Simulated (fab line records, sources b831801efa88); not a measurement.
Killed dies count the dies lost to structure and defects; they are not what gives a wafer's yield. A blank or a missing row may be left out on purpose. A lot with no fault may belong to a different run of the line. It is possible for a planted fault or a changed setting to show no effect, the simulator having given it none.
Which tool is to blame? || flow sky130 || 13 lots, 39 wafers sampled, at 4 steps of a route of 708

WHAT THE GAUGES READ, wafer by wafer
SKY_SD_N_RS_MEAS_17: a four-point-probe measurement. Usual: for SD_P_RS the level is 147.2 ohm/sq and the standard deviation is 0.4.
{"lot": "L363", "measured": "day 28 13:47", "on": "film metro-01", "SD_P_RS (ohm/sq)": "147.5 147.4 147.3", "flag": ""}
{"lot": "L365", "measured": "day 28 21:17", "on": "film metro-03", "SD_P_RS (ohm/sq)": "147.1 147.1 146.6", "flag": ""}
{"lot": "L369", "measured": "day 30 03:46", "on": "film metro-01", "SD_P_RS (ohm/sq)": "147.2 147.0 147.2", "flag": ""}
{"lot": "L371", "measured": "day 30 15:51", "on": "film metro-01", "SD_P_RS (ohm/sq)": "147.3 147.8 147.6", "flag": ""}
{"lot": "L377", "measured": "day 32 05:59", "on": "film metro-02", "SD_P_RS (ohm/sq)": "147.0 146.4 146.1", "flag": ""}
{"lot": "L378", "measured": "day 32 10:37", "on": "film metro-01", "SD_P_RS (ohm/sq)": "147.9 148.1 147.8", "flag": ""}
{"lot": "L379", "measured": "day 32 22:08", "on": "film metro-01", "SD_P_RS (ohm/sq)": "147.6 147.7 147.5", "flag": ""}
{"lot": "L380", "measured": "day 33 21:29", "on": "film metro-01", "SD_P_RS (ohm/sq)": "147.8 147.7 147.3", "flag": ""}
{"lot": "L382", "measured": "day 34 06:56", "on": "film metro-03", "SD_P_RS (ohm/sq)": "147.2 147.2 147.0", "flag": ""}
{"lot": "L383", "measured": "day 34 07:20", "on": "film metro-02", "SD_P_RS (ohm/sq)": "147.5 146.7 147.2", "flag": ""}
{"lot": "L384", "measured": "day 35 00:53", "on": "film metro-02", "SD_P_RS (ohm/sq)": "147.3 146.8 146.6", "flag": ""}
{"lot": "L385", "measured": "day 35 03:35", "on": "film metro-01", "SD_P_RS (ohm/sq)": "147.6 147.1 147.4", "flag": ""}
{"lot": "L386", "measured": "day 35 04:44", "on": "film metro-02", "SD_P_RS (ohm/sq)": "147.3 147.9 147.7", "flag": ""}

SKY_LI_CONTACT_THK_MEAS_01. Usual: for LI_CONTACT_HDPCVD_THK the level is 939 nm and the standard deviation is 14.
{"lot": "L363", "measured": "day 28 14:08", "on": "film metro-03", "LI_CONTACT_HDPCVD_THK (nm)": "941 937 940", "flag": ""}
{"lot": "L365", "measured": "day 28 21:38", "on": "film metro-01", "LI_CONTACT_HDPCVD_THK (nm)": "951 931 942", "flag": ""}
{"lot": "L369", "measured": "day 30 04:10", "on": "film metro-02", "LI_CONTACT_HDPCVD_THK (nm)": "910 908 928", "flag": ""}
{"lot": "L371", "measured": "day 30 16:12", "on": "film metro-03", "LI_CONTACT_HDPCVD_THK (nm)": "948 951 969", "flag": ""}
{"lot": "L377", "measured": "day 32 06:24", "on": "film metro-01", "LI_CONTACT_HDPCVD_THK (nm)": "957 960 966", "flag": ""}
{"lot": "L378", "measured": "day 32 10:58", "on": "film metro-03", "LI_CONTACT_HDPCVD_THK (nm)": "926 916 940", "flag": ""}
{"lot": "L379", "measured": "day 32 22:30", "on": "film metro-02", "LI_CONTACT_HDPCVD_THK (nm)": "955 941 954", "flag": ""}
{"lot": "L380", "measured": "day 33 21:50", "on": "film metro-03", "LI_CONTACT_HDPCVD_THK (nm)": "954 949 944", "flag": ""}
{"lot": "L382", "measured": "day 34 07:16", "on": "film metro-01", "LI_CONTACT_HDPCVD_THK (nm)": "943 928 938", "flag": ""}
{"lot": "L383", "measured": "day 34 07:41", "on": "film metro-01", "LI_CONTACT_HDPCVD_THK (nm)": "939 931 935", "flag": ""}
{"lot": "L384", "measured": "day 35 01:15", "on": "film metro-02", "LI_CONTACT_HDPCVD_THK (nm)": "930 942 941", "flag": ""}
{"lot": "L385", "measured": "day 35 03:56", "on": "film metro-03", "LI_CONTACT_HDPCVD_THK (nm)": "935 935 941", "flag": ""}
{"lot": "L386", "measured": "day 35 05:06", "on": "film metro-02", "LI_CONTACT_HDPCVD_THK (nm)": "928 944 905", "flag": ""}

TOOL THAT RAN EACH LOT (tool first, then ch and the chambers of the sampled wafers, then the start)
{"lot": "L363", "SKY_NWELL_EXPOSE_07": "iline stepper-01 ch 0, day 4 06:56", "SKY_SD_N_STRIP_11": "plasma asher-01 ch 0,1, day 28 13:12"}
{"lot": "L365", "SKY_NWELL_EXPOSE_07": "iline stepper-02 ch 0, day 4 17:32", "SKY_SD_N_STRIP_11": "plasma asher-02 ch 0,1, day 28 20:45"}
{"lot": "L369", "SKY_NWELL_EXPOSE_07": "iline stepper-02 ch 0, day 5 21:42", "SKY_SD_N_STRIP_11": "plasma asher-03 ch 0,1, day 30 03:15"}
{"lot": "L371", "SKY_NWELL_EXPOSE_07": "iline stepper-02 ch 0, day 6 02:52", "SKY_SD_N_STRIP_11": "plasma asher-03 ch 0,1, day 30 15:20"}
{"lot": "L377", "SKY_NWELL_EXPOSE_07": "iline stepper-02 ch 0, day 7 11:53", "SKY_SD_N_STRIP_11": "plasma asher-02 ch 0,1, day 32 05:29"}
{"lot": "L378", "SKY_NWELL_EXPOSE_07": "iline stepper-01 ch 0, day 7 15:40", "SKY_SD_N_STRIP_11": "plasma asher-02 ch 0, day 32 10:06"}
{"lot": "L379", "SKY_NWELL_EXPOSE_07": "iline stepper-01 ch 0, day 7 22:25", "SKY_SD_N_STRIP_11": "plasma asher-01 ch 0,1, day 32 21:38"}
{"lot": "L380", "SKY_NWELL_EXPOSE_07": "iline stepper-02 ch 0, day 8 10:03", "SKY_SD_N_STRIP_11": "plasma asher-01 ch 0, day 33 20:57"}
{"lot": "L382", "SKY_NWELL_EXPOSE_07": "iline stepper-02 ch 0, day 8 21:25", "SKY_SD_N_STRIP_11": "plasma asher-01 ch 0,1, day 34 06:25"}
{"lot": "L383", "SKY_NWELL_EXPOSE_07": "iline stepper-02 ch 0, day 9 01:05", "SKY_SD_N_STRIP_11": "plasma asher-02 ch 0,1, day 34 06:50"}
{"lot": "L384", "SKY_NWELL_EXPOSE_07": "iline stepper-01 ch 0, day 9 10:01", "SKY_SD_N_STRIP_11": "plasma asher-01 ch 0,1, day 35 00:23"}
{"lot": "L385", "SKY_NWELL_EXPOSE_07": "iline stepper-02 ch 0, day 9 16:10", "SKY_SD_N_STRIP_11": "plasma asher-02 ch 0,1, day 35 03:03"}
{"lot": "L386", "SKY_NWELL_EXPOSE_07": "iline stepper-01 ch 0, day 9 19:40", "SKY_SD_N_STRIP_11": "plasma asher-03 ch 0,1, day 35 04:14"}
- SKY_NWELL_EXPOSE_07: exposes mask NWM, target cd 840 nm.
- SKY_SD_N_STRIP_11: strips in O2/N2.

WHAT THE TOOLS THEMSELVES READ (means of the sampled wafers that have a number; where no wafer has one, the mark that the record gives instead)
SKY_SD_N_STRIP_11. Usual: drypump motor current A 5.5 A, standard deviation 0.4; n2 flow sccm 299.9 sccm, standard deviation 0.88; oes product au 0.528 a.u., standard deviation 0.0042; strip time to endpoint s 22.55 s, standard deviation 0.044.
{"lot": "L363", "tool": "plasma asher-01", "drypump motor current A (A)": 5.5, "n2 flow sccm (sccm)": 299.7, "oes product au (a.u.)": 0.528, "strip time to endpoint s (s)": 22.48, "flag": ""}
{"lot": "L365", "tool": "plasma asher-02", "drypump motor current A (A)": 5.5, "n2 flow sccm (sccm)": 299.7, "oes product au (a.u.)": 0.529, "strip time to endpoint s (s)": 22.52, "flag": ""}
{"lot": "L369", "tool": "plasma asher-03", "drypump motor current A (A)": 5.1, "n2 flow sccm (sccm)": 300.3, "oes product au (a.u.)": 0.527, "strip time to endpoint s (s)": 22.54, "flag": ""}
{"lot": "L371", "tool": "plasma asher-03", "drypump motor current A (A)": 5.1, "n2 flow sccm (sccm)": 299.9, "oes product au (a.u.)": 0.528, "strip time to endpoint s (s)": 22.54, "flag": ""}
{"lot": "L377", "tool": "plasma asher-02", "drypump motor current A (A)": 5.5, "n2 flow sccm (sccm)": 300.6, "oes product au (a.u.)": 0.529, "strip time to endpoint s (s)": 22.58, "flag": ""}
{"lot": "L378", "tool": "plasma asher-02", "drypump motor current A (A)": 5.6, "n2 flow sccm (sccm)": 300.4, "oes product au (a.u.)": 0.529, "strip time to endpoint s (s)": 22.58, "flag": ""}
{"lot": "L379", "tool": "plasma asher-01", "drypump motor current A (A)": 5.5, "n2 flow sccm (sccm)": 300.1, "oes product au (a.u.)": 0.525, "strip time to endpoint s (s)": 22.53, "flag": ""}
{"lot": "L380", "tool": "plasma asher-01", "drypump motor current A (A)": 6.0, "n2 flow sccm (sccm)": 299.5, "oes product au (a.u.)": 0.528, "strip time to endpoint s (s)": 22.58, "flag": ""}
{"lot": "L382", "tool": "plasma asher-01", "drypump motor current A (A)": 5.5, "n2 flow sccm (sccm)": 299.9, "oes product au (a.u.)": 0.528, "strip time to endpoint s (s)": 22.50, "flag": ""}
{"lot": "L383", "tool": "plasma asher-02", "drypump motor current A (A)": 5.5, "n2 flow sccm (sccm)": 301.0, "oes product au (a.u.)": 0.530, "strip time to endpoint s (s)": 22.61, "flag": ""}
{"lot": "L384", "tool": "plasma asher-01", "drypump motor current A (A)": 5.8, "n2 flow sccm (sccm)": 300.0, "oes product au (a.u.)": 0.527, "strip time to endpoint s (s)": 22.55, "flag": ""}
{"lot": "L385", "tool": "plasma asher-02", "drypump motor current A (A)": 5.4, "n2 flow sccm (sccm)": 300.8, "oes product au (a.u.)": 0.527, "strip time to endpoint s (s)": 22.59, "flag": ""}
{"lot": "L386", "tool": "plasma asher-03", "drypump motor current A (A)": 5.1, "n2 flow sccm (sccm)": 300.0, "oes product au (a.u.)": 0.527, "strip time to endpoint s (s)": 22.48, "flag": ""}

THE ANSWER, worked out from the rows above alone
Rule: a lot is off if the mean of its wafers that have a number lies more than 3 standard deviations from the usual mean. Also off: a lot with no number at a reading for which 4 or more lots have one. Any other lot the step has rows for is counted as sound. After the gauges, taken in route order, come the tools' own readings; for these a lot's mean is taken, as printed above. The first step at which some lot is off is used, and at that step the reading that is off furthest; a lot without a number counts as furthest.
Nothing can be told from this: no lot is off at any reading shown.

WHAT THE SIMULATOR HAD INSERTED
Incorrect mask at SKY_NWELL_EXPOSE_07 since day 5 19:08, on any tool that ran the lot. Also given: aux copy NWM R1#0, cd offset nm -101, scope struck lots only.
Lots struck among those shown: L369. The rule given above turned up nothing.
